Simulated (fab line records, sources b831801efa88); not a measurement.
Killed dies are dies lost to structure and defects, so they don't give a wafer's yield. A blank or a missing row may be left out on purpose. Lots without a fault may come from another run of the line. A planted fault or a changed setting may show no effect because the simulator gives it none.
A struck lot beside a sound one | flow sfq_line | 42 steps out of a route of 325
Sound: wafers L854.1, L854.5, L854.6. Struck: wafers L872.1, L872.3, L872.6. The cause comes at the end.
At each step with rows: each side's tool, then ch and its chambers, then its first start. Under that, the readings that differ: sound wafers | struck wafers | difference of the means | sigmas: that difference in standard deviations of wafers without a fault.
alike: readings whose means differ by less than 2 such deviations, and words and numbers that are the same on both sides. not compared: withheld readings, readings that some wafer has no value for, bounds like >300 that may hide the same value, and numbers for which the record gives no deviation and whose values overlap.
The two part at a step that has a row with sigmas, a row that says differs or no value, or rows on one side only. Numbers that don't overlap but have no deviation are shown without sigmas and don't part them. A reading that every wafer of one side lacks parts them only if that side has two wafers or more.

first, 6 steps without rows for these wafers: SFQ_TRILAYER_M0_LITHO_COAT_026 (resist thk 62 nm); SFQ_TRILAYER_M0_LITHO_COAT_021 (resist thk 600 nm); SFQ_TRILAYER_M0_LITHO_SOFTBAKE_025; SFQ_TRILAYER_M0_LITHO_EXPOSE_022 (exposes mask M0, target cd 500 nm); SFQ_TRILAYER_M0_LITHO_PEB_024 (peb time 60 s); SFQ_TRILAYER_M0_LITHO_DEVELOP_023 (time 60 s).
SFQ_M0_OVL_MEAS_906:
  sound on overlay-01, day 8 05:31; struck on overlay-01, day 12 17:05
  alike: M0_OVL
then, 1 step without rows for these wafers: SFQ_TRILAYER_M0_BARC_OPEN_METAL_ETCH_031 (etches BARC in O2, target depth 125 nm, time 41.7 s).
SFQ_TRILAYER_M0_ETCH_METAL_ETCH_024: etches Nb in Cl2/Ar, stops on SiO2, target depth 240 nm, time 120 s.
  sound on rie_metal-02 ch 0,1, day 8 05:37; struck on rie_metal-04 ch 0,1, day 12 17:11
  reading                     | sound       | struck      | difference | sigmas
  drypump_motor_current_A (A) | 4.7 5.4 4.7 | 6.1 6.1 5.6 | +1.0       | +2
  alike: oes_product_au
  not compared: rf_hours_counter_h
then, 2 steps without rows for these wafers: SFQ_TRILAYER_M0_STRIP_STRIP_025 (strips in O2); SFQ_TRILAYER_M0_STRIP_SOLV_CLEAN_026 (cleans in NMP, time 600 s).
SFQ_TRILAYER_I0_DEP_PECVD_027: deposits SiO2 from SiH4/N2O, time 111.11 s, target thk 500 nm.
  sound on pecvd-04 ch 1,2, day 8 06:32; struck on pecvd-04 ch 0,2, day 12 18:05
  alike: heater_power_w, throttle_valve_pct
SFQ_TRILAYER_I0_CMP_CMP_028: polishes SiO2.
  sound on cmp-02 ch 0,1, day 8 06:37; struck on cmp-01 ch 1,2, day 13 04:44
  no value came back on the struck wafers for edge_zone_pressure_frac, head_pressure_psi (psi), motor_current_A (A), time_to_endpoint_s (s); on the sound wafers edge_zone_pressure_frac reads 0.999 1.004 0.995
  reading                                             | sound           | struck          | difference | sigmas
  model.SiO2_of_TRILAYER_I0_DEP_PECVD_027.thk_nm (nm) | 199.1 199.7 200 | 492.1 490.3 504 | +295.9     |
SFQ_I0_BOW_MEAS_907:
  sound on film_metro-03, day 8 09:37; struck on film_metro-01, day 13 07:44
  alike: I0_BOW
SFQ_TRILAYER_I0_METRO_MEASURE_029:
  sound on film_metro-03, day 8 09:44; struck on film_metro-01, day 13 07:52
  reading     | sound             | struck            | difference | sigmas
  thk_nm (nm) | 199.2 199.8 200.0 | 492.6 490.2 504.3 | +296.0     | +99 or more
then, 6 steps without rows for these wafers: SFQ_TRILAYER_I0_VIA_LITHO_COAT_036 (resist thk 60.99 nm); SFQ_TRILAYER_I0_VIA_LITHO_COAT_031 (resist thk 650 nm); SFQ_TRILAYER_I0_VIA_LITHO_SOFTBAKE_035; SFQ_TRILAYER_I0_VIA_LITHO_EXPOSE_032 (exposes mask I0, target cd 500 nm); SFQ_TRILAYER_I0_VIA_LITHO_PEB_034 (peb time 60 s); SFQ_TRILAYER_I0_VIA_LITHO_DEVELOP_033 (time 60 s).
-- the record jumps here: 3 days lie between the struck wafers' starts before and after --
SFQ_I0_OVL_MEAS_908:
  sound on overlay-02, day 10 18:44; struck on overlay-02, day 15 23:25
  alike: I0_OVL
SFQ_TRILAYER_I0_VIA_BARC_OPEN_VIA_ETCH_046: etches BARC in O2, target depth 125 nm, time 41.7 s.
  sound on rie_diel-01 ch 0,1, day 10 18:46; struck on rie_diel-03 ch 0,3, day 15 23:27
  alike: drypump_motor_current_A, oes_product_au
  not compared: rf_hours_counter_h
SFQ_TRILAYER_I0_VIA_ETCH_VIA_ETCH_034: etches SiO2 in CHF3, stops on Nb, target depth 260 nm.
  sound on rie_diel-01 ch 0,1, day 10 18:49; struck on rie_diel-03 ch 0,3, day 15 23:29
  reading                        | sound             | struck            | difference | sigmas
  oes_product_au (a.u.)          | 0.849 0.850 0.856 | 1.598 1.631 1.626 | +0.767     | +99 or more
  model.etch.depth_nm (nm)       | 199.1 199.7 199.9 | 255.4 260.7 259.8 | +59.1      |
  model.I0.feature_depth_nm (nm) | 199.1 199.7 199.9 | 255.4 260.7 259.8 | +59.1      |
  alike: drypump_motor_current_A
then, 2 steps without rows for these wafers: SFQ_TRILAYER_I0_VIA_STRIP_STRIP_035 (strips in O2); SFQ_TRILAYER_I0_VIA_STRIP_SOLV_CLEAN_036 (cleans in NMP, time 600 s).
SFQ_TRILAYER_M1_DEP_PRE_CLEAN_038: time 22.5 s.
  sound on pvd_sputter-05, day 10 19:42; struck on pvd_sputter-06, day 16 00:33
  reading                                             | sound             | struck            | difference | sigmas
  model.SiO2_of_TRILAYER_I0_DEP_PECVD_027.thk_nm (nm) | 191.6 192.2 192.4 | 484.6 482.8 496.4 | +295.9     |
  alike: bias_v
then, 1 step without rows for these wafers: SFQ_TRILAYER_M1_DEP_SPUTTER_037 (material Nb, target thk 200 nm, time 133.3 s).
SFQ_M1_RS_MEAS_909: measures by four-point-probe.
  sound on film_metro-04, day 10 19:49; struck on film_metro-03, day 16 00:40
  alike: M1_NB_RS
then, 4 steps without rows for these wafers: SFQ_TRILAYER_M1_LITHO_COAT_044 (resist thk 62 nm); SFQ_TRILAYER_M1_LITHO_COAT_039 (resist thk 600 nm); SFQ_TRILAYER_M1_LITHO_SOFTBAKE_043; SFQ_TRILAYER_M1_LITHO_EXPOSE_040 (exposes mask M1, target cd 500 nm).
-- the record jumps here: 4 days lie between the struck wafers' starts before and after --
SFQ_TRILAYER_M1_LITHO_PEB_042: peb time 61.81 s.
  sound on litho_track-03 ch 0; struck on litho_track-01 ch 0, day 19 14:29
  alike: chill_plate_temp_C, plate_sensor_t_centre_C, plate_sensor_t_edge_C
then, 1 step without rows for these wafers: SFQ_TRILAYER_M1_LITHO_DEVELOP_041 (time 60 s).
SFQ_M1_OVL_MEAS_911:
  sound on overlay-02, day 13 19:07; struck on overlay-01, day 19 14:47
  alike: M1_OVL
then, 4 steps without rows for these wafers: SFQ_TRILAYER_M1_BARC_OPEN_METAL_ETCH_054 (etches BARC in O2, target depth 125 nm, time 41.7 s); SFQ_TRILAYER_M1_ETCH_METAL_ETCH_042 (etches Nb in Cl2/Ar, stops on SiO2, target depth 240 nm, time 120 s); SFQ_TRILAYER_M1_STRIP_STRIP_043 (strips in O2); SFQ_TRILAYER_M1_STRIP_SOLV_CLEAN_044 (cleans in NMP, time 600 s).
SFQ_TRILAYER_I1_DEP_PECVD_045: deposits SiO2 from SiH4/N2O, time 111.11 s, target thk 500 nm.
  sound on pecvd-02 ch 0,1, day 13 20:22; struck on pecvd-03 ch 1,2, day 19 16:34
  reading            | sound       | struck   | difference | sigmas
  heater_power_w (W) | 121 126 132 | 76 79 81 | -48        | -2
  alike: throttle_valve_pct
-- the record jumps here: 65 days lie between the struck wafers' starts before and after --
SFQ_M8_BOW_MEAS_951:
  sound on film_metro-01, day 75 09:57; struck on film_metro-03, day 84 19:52
  reading                 | sound             | struck            | difference | sigmas
  model.etest.i0.link_ohm | 1.949 1.937 1.948 | 1e+06 1e+06 1e+06 | +1e+06     |
  alike: M8_BOW

WHERE THEY PART
First at SFQ_TRILAYER_M0_ETCH_METAL_ETCH_024; last, within this record, at SFQ_TRILAYER_I1_DEP_PECVD_045. Later steps at which nothing parts them and some readings are alike: SFQ_M8_BOW_MEAS_951.

WHY: what the simulator had put in
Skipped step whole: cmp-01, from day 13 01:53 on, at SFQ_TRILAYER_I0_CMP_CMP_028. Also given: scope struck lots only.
